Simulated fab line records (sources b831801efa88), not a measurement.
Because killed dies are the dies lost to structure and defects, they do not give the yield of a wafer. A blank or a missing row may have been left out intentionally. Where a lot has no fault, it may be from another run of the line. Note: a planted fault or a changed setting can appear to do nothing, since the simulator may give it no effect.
A struck lot beside a sound one    flow sky130    27 steps out of a route of 708
Sound: wafers L742.2, L742.5, L742.6. Struck: wafer L745.1 (left out: L745.5, L745.6 of the same lot, which were not struck); the cause appears at the end.
Per side, at each step with rows, come the tool, then ch with its chambers, and then its first start. Under that, the readings that differ: sound wafers    struck wafers    difference of the means    sigmas: that difference in standard deviations of wafers without a fault.
alike: words and numbers the same on both sides, and readings whose means are apart by under 2 such deviations; not compared: readings that were withheld, readings missing a value for some wafer, numbers with overlapping values and no deviation given by the record, and bounds like >300 which may hide the same value.
Wherever a step has rows on one side only, a row that says differs or no value, or a row with sigmas, the two part there. Numbers that have no deviation but don't overlap get no sigmas and don't part them. Lack of a reading on every wafer of one side parts them only where that side has two or more wafers.

first, 8 steps without rows for these wafers: SKY_VIA1_ETCH_14 (etches BARC in N2/H2, stops on SiO2, time 45.9 s, target depth 60 nm); SKY_VIA1_ETCH_15 (etches SiO2 in C4F8/O2/Ar, stops on TiN, target depth 351 nm, time 54 s); SKY_VIA1_STRIP_16 (strips in O2/N2); SKY_VIA1_STRIP_17 (strips in post etch residue remover, time 1200 s); SKY_VIA1_CLEAN_18 (cleans in IPA, time 180 s); SKY_VIA1_CLEAN_19 (cleans in O3/DIW); SKY_VIA1_SPUTTER_20 (material TiN, target thk 20 nm, time 80 s); SKY_VIA1_CVD_21 (deposits W, target thk 270 nm, time 80.902 s).
SKY_VIA1_CMP_24: polishes, stops on SiO2, t overpolish 15 s, target thk 0 nm.
  sound on cmp-02 ch 0,3, day 35 17:27; struck on cmp-02 ch 1, day 36 03:47
reading                                  sound              struck  difference  sigmas
timeToEndpointS (s)                      68 68 67           39      -29         -8
model.SiO2_of_VIA1_HDPCVD_00.thkNm (nm)  340.6 343.5 342.8  339.5   -2.8        
  alike: motorCurrentA, overpolishRunS, retainingRingPressureFrac
then, 15 steps without rows for these wafers: SKY_METAL2_SPUTTER_00 (material Ti, target thk 15 nm, time 10 s); SKY_METAL2_SPUTTER_01 (material TiN, target thk 20 nm, time 16.7 s); SKY_METAL2_SPUTTER_02 (material AlCu, target thk 250 nm, time 13.3 s); SKY_METAL2_SPUTTER_03 (material Ti, target thk 5 nm, time 3.3 s); SKY_METAL2_SPUTTER_04 (material TiN, target thk 70 nm, time 58.3 s); SKY_METAL2_DEHYDRATE_07 (time 60 s); SKY_METAL2_HMDS_08 (prime time 60 s); SKY_METAL2_COAT_09 (resist thk 60 nm); SKY_METAL2_COAT_10 (resist thk 450 nm); SKY_METAL2_SOFTBAKE_11 (time 90 s); SKY_METAL2_EXPOSE_12 (exposes mask MM2, target cd 140 nm); SKY_METAL2_PEB_13; SKY_METAL2_DEVELOP_14 (develop time 60 s); SKY_METAL2_DESCUM_17 (chemistry O2, time 8 s); SKY_METAL2_ETCH_18 (etches BARC in N2/H2, stops on SiO2, time 45.9 s, target depth 60 nm).
SKY_METAL2_METAL_ETCH_19: etches the open film in Cl2/BCl3, stops on SiO2, target depth 360 nm, time 78 s.
  sound on rieMetal-02 ch 0,1, day 36 20:41; struck on rieMetal-02 ch 0, day 37 06:40
reading                                  sound            struck  difference  sigmas
model.SiO2_of_VIA1_HDPCVD_00.thkNm (nm)  329.7 332.1 332  328.7   -2.6        
  alike: drypumpMotorCurrentA, oesProductAu, throttleValvePct
  not compared: rfHoursCounterH
then, 1 step without rows for these wafers: SKY_METAL2_STRIP_20 (strips in O2/N2).
-- the record jumps here: 10 days lie between the struck wafers' starts before and after (it left off in module METAL2 and takes up again in module PAD_OPEN, whose first step shown is number 708 of the route) --
SKY_PAD_OPEN_PROBE_99:
  sound on prober-01, day 47 03:13; struck on prober-02, day 47 14:20
reading                  sound           struck  difference  sigmas
defectLimitedYield (%)   83.9 82.3 82.3  78.9    -3.9        -2
killedDies               79 87 87        104     +20         +2
sort_bin_5_function (%)  8.1 10.4 8.9    13.4    +4.3        +3
sortNPass                413 405 405     388     -20         -2
sortYieldPct (%)         83.9 82.3 82.3  78.9    -3.9        -2
  alike: killed_at_M0_to_M3, killed_at_M4_up, killedAtContacts, killedAtFrontEnd, killedAtOther, killedOpen, killedShort, sort_bin_3_pad_short, sort_bin_6_memory

## WHERE THEY PART
At SKY_VIA1_CMP_24 first; at SKY_PAD_OPEN_PROBE_99 last (within this record only).

WHY: what the simulator had put in
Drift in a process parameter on cmp-02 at SKY_VIA1_CMP_24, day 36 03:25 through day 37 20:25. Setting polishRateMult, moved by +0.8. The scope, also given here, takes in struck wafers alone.
